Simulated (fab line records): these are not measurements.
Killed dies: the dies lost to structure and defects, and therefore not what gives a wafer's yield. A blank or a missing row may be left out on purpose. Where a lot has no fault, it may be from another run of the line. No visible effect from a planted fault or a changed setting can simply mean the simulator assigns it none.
fab line records    flow gf180mcu
record lots=14  wafers=42  last-day=34
route steps=602 shown V2@387 M3@410
lots that met no fault: taken from a fault-free run of the same line
start-h: start of the lot's first displayed wafer, in hours after the record's first day    wait-h: hours elapsed since this lot's preceding step    " same as the row above    L1.1+2: a single row standing in for several wafers    - value missing, or start not given    * or withheld: withheld    < > ~ a bound
route shown NAME@n: a module of which the file shows steps, and the number in the route of the first    usual: average and standard deviation across the fault-free wafers    same: alike in all rows    chamber/n: place in a boat    sites: readings site by site    _std_site: their standard deviation    _edge_site: mean of outer sites minus mean of inner sites    radius-mm: for every site, how far away it sits from the centre of the wafer    mask NAME#n: copy n    behind: the most recent tool/chamber to have shaped the wafer    hold: why the lot went on hold/how many hours it stayed there/how the hold came to an end    device: the n, p or np transistor that did not switch    end of line: the same wafers' tests at the end of the route    for a step that has no rows: nothing shown but its recipe    killed: the dies lost at the first sort to structure and to defects; this is not the yield of the wafer    map: dies across one wafer; x = killed, . = not, _ = none there
set.NAME: the setting the step ran with; set.NAME@STEP: the setting that earlier step ran with    model.NAME: the simulator's own value behind a step, which no gauge read
the route's steps for a sample of lots (tables are steps, rows are wafers)
services: when a tool's chamber went out of use (start-h, in hours from the record's first day, below 0 if earlier), for how many hours, and the reason
## steps
# step GF_V2_BOW_MEAS_05
# recipe mode=bow
# usual V2_BOW=97/8.2
lot.wafer  tool           chamber  start-h  wait-h  V2_BOW[um]
L995.2     film-metro-02  -        450.63   0.2     100
L995.4     "              -        "        "       95
L995.5     "              -        "        "       103
L996.3     film-metro-02  -        464.08   0.3     87
L996.4     "              -        "        "       91
L996.5     "              -        "        "       97
L999.4     film-metro-04  -        487.46   0.2     99
L999.5     "              -        "        "       103
L999.6     "              -        "        "       115
L998.1     film-metro-03  -        490.93   0.1     103
L998.2     "              -        "        "       92
L998.3     "              -        "        "       97
L100.2     film-metro-04  -        495.29   0.2     96
L100.4     "              -        "        "       89
L100.5     "              -        "        "       90
L101.2     film-metro-04  -        507.98   0.1     91
L101.3     "              -        "        "       88
L101.6     "              -        "        "       88
L103.1     film-metro-03  -        529.45   0.1     101
L103.3     "              -        "        "       96
L103.5     "              -        "        "       96
L108.1     film-metro-03  -        571.06   0.2     102
L108.3     "              -        "        "       94
L108.4     "              -        "        "       85
L111.2     film-metro-04  -        590.71   0.2     106
L111.4     "              -        "        "       104
L111.6     "              -        "        "       113
L112.1     film-metro-04  -        597.91   0.1     97
L112.3     "              -        "        "       89
L112.6     "              -        "        "       100
L114.1     film-metro-03  -        615.07   0.1     97
L114.2     "              -        "        "       103
L114.3     "              -        "        "       97
L115.2     film-metro-02  -        615.41   0.2     88
L115.3     "              -        "        "       97
L115.4     "              -        "        "       89
L116.2     film-metro-02  -        624.47   0.3     101
L116.4     "              -        "        "       105
L116.6     "              -        "        "       107
L117.2     film-metro-04  -        627.64   0.2     102
L117.5     "              -        "        "       88
L117.6     "              -        "        "       88
# step GF_V2_SPUTTER_22
# recipe material=TiN  target-thk-nm=10  chamber-pressure-pa=5  power-w=4000  time-s=40
# usual cathode-dc-power-W=3999.9/0.74  chamber-pressure-pa=5.001/0.0097  throttle-valve-pct=29.9/0.87
lot.wafer  tool            chamber  start-h  wait-h  cathode-dc-power-W  chamber-pressure-pa  throttle-valve-pct
L995.2     pvd-sputter-02  -        475.87   0.0     4000.4              5.004                28.3
L995.4     "               -        "        "       4000.2              4.993                30.6
L995.5     "               -        "        "       3998.7              4.993                30.4
L996.3     pvd-sputter-02  -        489.09   0.0     3999.3              5.007                29.4
L996.4     "               -        "        "       4000.1              5.008                28.2
L996.5     "               -        "        "       3999.5              4.979                30.7
L999.4     pvd-sputter-03  -        511.69   0.0     3999.2              4.997                31.2
L999.5     "               -        "        "       3999.9              4.996                29.4
L999.6     "               -        "        "       4000.7              5.007                28.8
L998.1     pvd-sputter-02  -        515.57   0.0     3999.0              5.011                28.2
L998.2     "               -        "        "       3998.4              5.008                29.5
L998.3     "               -        "        "       4000.0              5.008                29.0
L100.2     pvd-sputter-02  -        519.21   0.0     4000.8              4.982                30.6
L100.4     "               -        "        "       3999.4              5.005                28.7
L100.5     "               -        "        "       3999.9              4.989                30.7
L101.2     pvd-sputter-02  -        531.86   0.0     4000.0              4.995                28.8
L101.3     "               -        "        "       3999.1              5.002                29.3
L101.6     "               -        "        "       3999.3              5.016                28.3
L103.1     pvd-sputter-01  -        552.72   0.0     4000.4              5.006                30.1
L103.3     "               -        "        "       4000.2              5.002                29.7
L103.5     "               -        "        "       4000.4              4.992                29.8
L108.1     pvd-sputter-01  -        594.20   0.0     4000.1              4.987                30.0
L108.3     "               -        "        "       4000.3              5.003                29.8
L108.4     "               -        "        "       3999.1              5.021                31.2
L111.2     pvd-sputter-01  -        612.24   0.0     3999.8              5.001                30.0
L111.4     "               -        "        "       3998.9              4.994                30.4
L111.6     "               -        "        "       3998.7              4.997                30.2
L112.1     pvd-sputter-03  -        620.05   0.0     4000.1              5.007                29.5
L112.3     "               -        "        "       4001.2              5.018                31.3
L112.6     "               -        "        "       4001.4              5.008                29.0
L114.1     pvd-sputter-01  -        636.59   0.0     4000.2              5.008                30.4
L114.2     "               -        "        "       4000.8              4.999                29.7
L114.3     "               -        "        "       4000.2              4.996                31.3
L115.2     pvd-sputter-02  -        636.87   0.0     3999.2              5.030                28.5
L115.3     "               -        "        "       4000.4              5.011                29.4
L115.4     "               -        "        "       3998.8              4.998                29.0
L116.2     pvd-sputter-01  -        645.66   0.0     4000.8              5.003                30.1
L116.4     "               -        "        "       3999.6              4.998                31.2
L116.6     "               -        "        "       3998.4              5.015                29.6
L117.2     pvd-sputter-01  -        648.61   0.0     4000.2              4.986                30.2
L117.5     "               -        "        "       3999.8              5.006                30.0
L117.6     "               -        "        "       3999.7              5.003                29.9
# step GF_V2_THK_MEAS_25
# recipe thk-meas-gauge=xrf  reads=W_of_V2_CVD_23
# usual V2_W_THK=357/6
lot.wafer  tool           chamber  start-h  wait-h  V2_W_THK[nm]
L995.2     film-metro-02  -        476.15   0.1     360
L995.4     "              -        "        "       365
L995.5     "              -        "        "       357
L996.3     film-metro-04  -        489.38   0.1     347
L996.4     "              -        "        "       360
L996.5     "              -        "        "       360
L999.4     film-metro-03  -        511.99   0.1     361
L999.5     "              -        "        "       362
L999.6     "              -        "        "       349
L998.1     film-metro-03  -        515.84   0.1     358
L998.2     "              -        "        "       364
L998.3     "              -        "        "       365
L100.2     film-metro-02  -        519.49   0.1     355
L100.4     "              -        "        "       353
L100.5     "              -        "        "       363
L101.2     film-metro-02  -        532.14   0.1     357
L101.3     "              -        "        "       353
L101.6     "              -        "        "       352
L103.1     film-metro-03  -        552.99   0.1     361
L103.3     "              -        "        "       353
L103.5     "              -        "        "       358
L108.1     film-metro-04  -        594.47   0.1     364
L108.3     "              -        "        "       359
L108.4     "              -        "        "       366
L111.2     film-metro-02  -        612.52   0.1     367
L111.4     "              -        "        "       362
L111.6     "              -        "        "       369
L112.1     film-metro-04  -        620.32   0.1     353
L112.3     "              -        "        "       357
L112.6     "              -        "        "       356
L114.1     film-metro-02  -        636.86   0.1     353
L114.2     "              -        "        "       357
L114.3     "              -        "        "       362
L115.2     film-metro-04  -        637.15   0.1     354
L115.3     "              -        "        "       354
L115.4     "              -        "        "       359
L116.2     film-metro-04  -        645.98   0.1     360
L116.4     "              -        "        "       356
L116.6     "              -        "        "       361
L117.2     film-metro-03  -        648.89   0.1     356
L117.5     "              -        "        "       355
L117.6     "              -        "        "       363
# step GF_M3_SPUTTER_01
# recipe material=TiN  target-thk-nm=30  power-w=6500  time-s=25  chamber-pressure-pa=0.4
# usual cathode-dc-power-W=6500.1/1.3  chamber-pressure-pa=0.4001/0.00093  throttle-valve-pct=29.7/0.85
lot.wafer  tool            chamber  start-h  wait-h  cathode-dc-power-W  chamber-pressure-pa  throttle-valve-pct
L995.2     pvd-sputter-04  -        476.60   0.1     6498.8              0.3994               29.6
L995.4     "               -        "        "       6501.8              0.4008               28.5
L995.5     "               -        "        "       6500.5              0.4008               29.7
L996.3     pvd-sputter-03  -        489.82   0.1     6498.9              0.4007               30.7
L996.4     "               -        "        "       6498.6              0.3997               29.2
L996.5     "               -        "        "       6500.7              0.3985               29.0
L999.4     pvd-sputter-03  -        512.67   0.1     6499.5              0.3994               29.0
L999.5     "               -        "        "       6499.3              0.4006               29.6
L999.6     "               -        "        "       6500.5              0.4001               31.5
L998.1     pvd-sputter-03  -        516.30   0.1     6499.0              0.4005               29.2
L998.2     "               -        "        "       6502.1              0.4001               31.0
L998.3     "               -        "        "       6501.1              0.4001               30.7
L100.2     pvd-sputter-03  -        519.94   0.1     -                   -                    -
L100.4     "               -        "        "       -                   -                    -
L100.5     "               -        "        "       -                   -                    -
L101.2     pvd-sputter-04  -        532.62   0.1     -                   -                    -
L101.3     "               -        "        "       -                   -                    -
L101.6     "               -        "        "       -                   -                    -
L103.1     pvd-sputter-04  -        553.45   0.1     6499.4              0.4006               28.4
L103.3     "               -        "        "       6500.4              0.4005               29.4
L103.5     "               -        "        "       6501.1              0.3997               29.9
L108.1     pvd-sputter-01  -        594.93   0.1     6502.8              0.3994               31.4
L108.3     "               -        "        "       6499.1              0.4001               29.9
L108.4     "               -        "        "       6502.0              0.3991               30.4
L111.2     pvd-sputter-04  -        612.97   0.1     6500.2              0.3995               29.8
L111.4     "               -        "        "       6500.0              0.3996               29.5
L111.6     "               -        "        "       6499.0              0.4008               28.7
L112.1     pvd-sputter-04  -        620.78   0.1     6499.4              0.3998               29.8
L112.3     "               -        "        "       6503.3              0.4007               29.9
L112.6     "               -        "        "       6501.5              0.3997               28.9
L114.1     pvd-sputter-04  -        637.32   0.1     6498.0              0.4006               28.4
L114.2     "               -        "        "       6501.3              0.4007               28.8
L114.3     "               -        "        "       6500.2              0.4006               29.6
L115.2     pvd-sputter-03  -        637.60   0.1     6502.3              0.3995               29.6
L115.3     "               -        "        "       6499.0              0.4005               30.8
L115.4     "               -        "        "       6499.8              0.3995               31.1
L116.2     pvd-sputter-01  -        646.43   0.1     6502.1              0.3996               30.6
L116.4     "               -        "        "       6499.1              0.4002               31.2
L116.6     "               -        "        "       6501.5              0.3990               30.3
L117.2     pvd-sputter-04  -        649.34   0.1     6500.3              0.3993               28.5
L117.5     "               -        "        "       6498.2              0.3997               28.3
L117.6     "               -        "        "       6500.5              0.4004               29.7
# step GF_M3_METAL_ETCH_16
# recipe chemistry=Cl2/BCl3  mask-material=KrF  target-depth-nm=627.5  stop-on=SiO2  pressure-mtorr=8  icp-w=800  bias-w=140  Cl2_flow_sccm=80  bcl3-flow-sccm=40  time-s=104.6
# usual bcl3-flow-sccm=39.99/0.12  bias-w=140.0/0.39  chamber-pressure-mTorr=8.000/0.0074  drypump-motor-current-A=5.51/0.23  oes-product-au=0.970/0.0068  throttle-valve-pct=28.253/0.0099
lot.wafer  tool          chamber  start-h  wait-h  bcl3-flow-sccm  bias-w  chamber-pressure-mTorr  drypump-motor-current-A  oes-product-au  rf-hours-counter-h  throttle-valve-pct
L995.2     rie-metal-01  1        500.81   0.0     40.06           140.0   8.007                   5.75                     0.969           9                   28.246
L995.4     "             1        "        "       40.10           140.3   8.003                   5.77                     0.961           -                   28.274
L995.5     "             0        "        "       39.90           139.7   7.987                   5.74                     0.972           -                   28.245
L996.3     rie-metal-02  0        513.85   0.1     40.01           139.9   8.004                   5.33                     0.967           -                   28.258
L996.4     "             1        "        "       39.68           140.1   8.004                   5.43                     0.963           -                   28.266
L996.5     "             1        "        "       39.79           139.5   8.021                   5.39                     0.970           -                   28.238
L999.4     rie-metal-02  1        535.85   0.0     39.76           139.8   8.007                   5.45                     0.969           -                   28.266
L999.5     "             0        "        "       40.00           139.9   8.001                   5.33                     0.963           -                   28.252
L999.6     "             1        "        "       39.90           139.1   7.996                   5.48                     0.976           -                   28.240
L998.1     rie-metal-04  1        540.02   0.0     40.04           139.9   8.005                   5.77                     0.958           9                   28.250
L998.2     "             0        "        "       40.05           139.5   7.995                   5.21                     0.973           4                   28.251
L998.3     "             0        "        "       40.15           140.1   7.997                   5.19                     0.967           -                   28.253
L100.2     rie-metal-02  1        542.27   0.0     40.07           140.3   8.017                   5.46                     0.941           2                   28.271
L100.4     "             1        "        "       40.12           139.8   8.000                   5.49                     0.937           -                   28.299
L100.5     "             0        "        "       39.87           141.0   7.994                   5.32                     0.942           -                   28.295
L101.2     rie-metal-04  0        555.67   0.0     39.94           139.9   7.994                   5.20                     0.941           5                   28.283
L101.3     "             0        "        "       39.85           139.7   7.990                   5.21                     0.952           -                   28.273
L101.6     "             0        "        "       39.90           139.5   7.995                   5.21                     0.950           -                   28.290
L103.1     rie-metal-02  1        575.94   0.0     39.87           140.1   7.991                   5.41                     0.968           3                   28.267
L103.3     "             1        "        "       39.88           140.4   7.986                   5.41                     0.974           -                   28.246
L103.5     "             1        "        "       39.86           140.0   8.005                   5.43                     0.969           -                   28.260
L108.1     rie-metal-04  0        616.21   0.0     39.85           140.8   8.006                   5.20                     0.970           7                   28.254
L108.3     "             0        "        "       39.83           140.3   7.998                   5.18                     0.971           -                   28.250
L108.4     "             0        "        "       39.93           141.0   7.995                   5.20                     0.966           -                   28.260
L111.2     rie-metal-01  1        633.81   0.0     40.09           139.6   8.006                   5.79                     0.969           12                  28.247
L111.4     "             0        "        "       39.92           140.9   8.009                   5.75                     0.965           -                   28.261
L111.6     "             1        "        "       40.14           139.6   8.011                   5.76                     0.961           -                   28.247
L112.1     rie-metal-02  1        640.92   0.0     40.08           139.8   8.006                   5.47                     0.968           5                   28.261
L112.3     "             0        "        "       40.15           140.5   7.989                   5.32                     0.963           -                   28.264
L112.6     "             0        "        "       39.89           140.4   8.001                   5.31                     0.975           -                   28.239
L114.1     rie-metal-04  1        657.21   0.0     40.00           140.3   8.005                   5.79                     0.973           1                   28.232
L114.2     "             0        "        "       39.93           140.6   7.989                   5.22                     0.974           8                   28.250
L114.3     "             0        "        "       39.98           140.2   7.993                   5.22                     0.975           -                   28.238
L115.2     rie-metal-01  0        657.60   0.1     39.92           140.2   8.001                   5.75                     0.957           -                   28.262
L115.3     "             0        "        "       40.06           139.7   8.004                   5.74                     0.971           -                   28.257
L115.4     "             0        "        "       39.86           139.5   8.002                   5.74                     0.975           -                   28.246
L116.2     rie-metal-04  0        665.67   0.0     39.87           140.0   7.991                   5.19                     0.978           9                   28.234
L116.4     "             1        "        "       40.00           139.8   7.999                   5.80                     0.969           -                   28.239
L116.6     "             0        "        "       39.95           139.9   7.988                   5.21                     0.971           -                   28.255
L117.2     rie-metal-04  0        668.77   0.0     40.10           139.4   8.003                   5.22                     0.966           9                   28.257
L117.5     "             1        "        "       40.23           140.1   8.001                   5.76                     0.962           -                   28.267
L117.6     "             0        "        "       40.10           139.7   7.995                   5.23                     0.969           -                   28.243
## services
tool            chamber  start-h  hours  kind
pvd-sputter-04  -        453.25   3.9    repair
pvd-sputter-02  -        467.07   4.9    repair
pvd-sputter-03  0        467.88   -      consumable-replace:kit
pvd-sputter-03  0        467.88   18.0   scheduled-down
pvd-sputter-03  0        467.88   18.0   vent-cycle
pvd-sputter-04  3        479.57   -      consumable-replace:kit
pvd-sputter-04  3        479.57   18.0   scheduled-down
pvd-sputter-04  3        479.57   18.0   vent-cycle
rie-metal-04    -        491.01   2.8    pm
pvd-sputter-03  -        495.87   2.6    repair
pvd-sputter-01  2        506.76   -      consumable-replace:kit
pvd-sputter-01  2        506.76   18.0   scheduled-down
pvd-sputter-01  2        506.76   18.0   vent-cycle
pvd-sputter-01  -        512.83   7.4    repair
pvd-sputter-04  -        516.07   3.1    repair
pvd-sputter-03  -        530.80   7.7    repair
pvd-sputter-01  -        531.37   2.5    repair
pvd-sputter-03  -        553.62   14.8   repair
rie-metal-02    1        580.47   4.4    repair
rie-metal-01    -        592.95   0.2    repair
rie-metal-02    1        613.93   5.6    repair
pvd-sputter-02  -        616.88   3.5    repair
rie-metal-01    1        636.20   5.8    repair
rie-metal-02    1        661.97   6.2    repair
## key
first-sign step=GF_M3_SPUTTER_01  reading=tool-record  direction=missing
effect step=GF_M3_METAL_ETCH_16  reading=oes-product-au  direction=down  sigmas=3.8  usual=0.970  struck=0.944
met-at GF_M3_SPUTTER_01
struck-lots L100,L101
later-rows-left-out L100.2,L100.4,L100.5,L101.2,L101.3,L101.6
sort-left-out L100.2,L100.4,L100.5,L101.2,L101.3,L101.6
not-acting-at GF_V2_BOW_MEAS_05,GF_V2_SPUTTER_22,GF_V2_THK_MEAS_25
onset-between 516.30 519.94
fault kind=skipped-step-whole  tool=pvd-sputter-03,pvd-sputter-04  chamber=-  onset-h=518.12  steps=GF_M3_SPUTTER_01  scope=struck-lots-only
# sort-left-out: the simulated sort isn't trusted on such a fault, so these wafers' sort isn't shown, and their yield isn't known
# later-rows-left-out: the simulator's readings of these wafers behind a module that went badly wrong aren't trusted and aren't shown, but for the sort
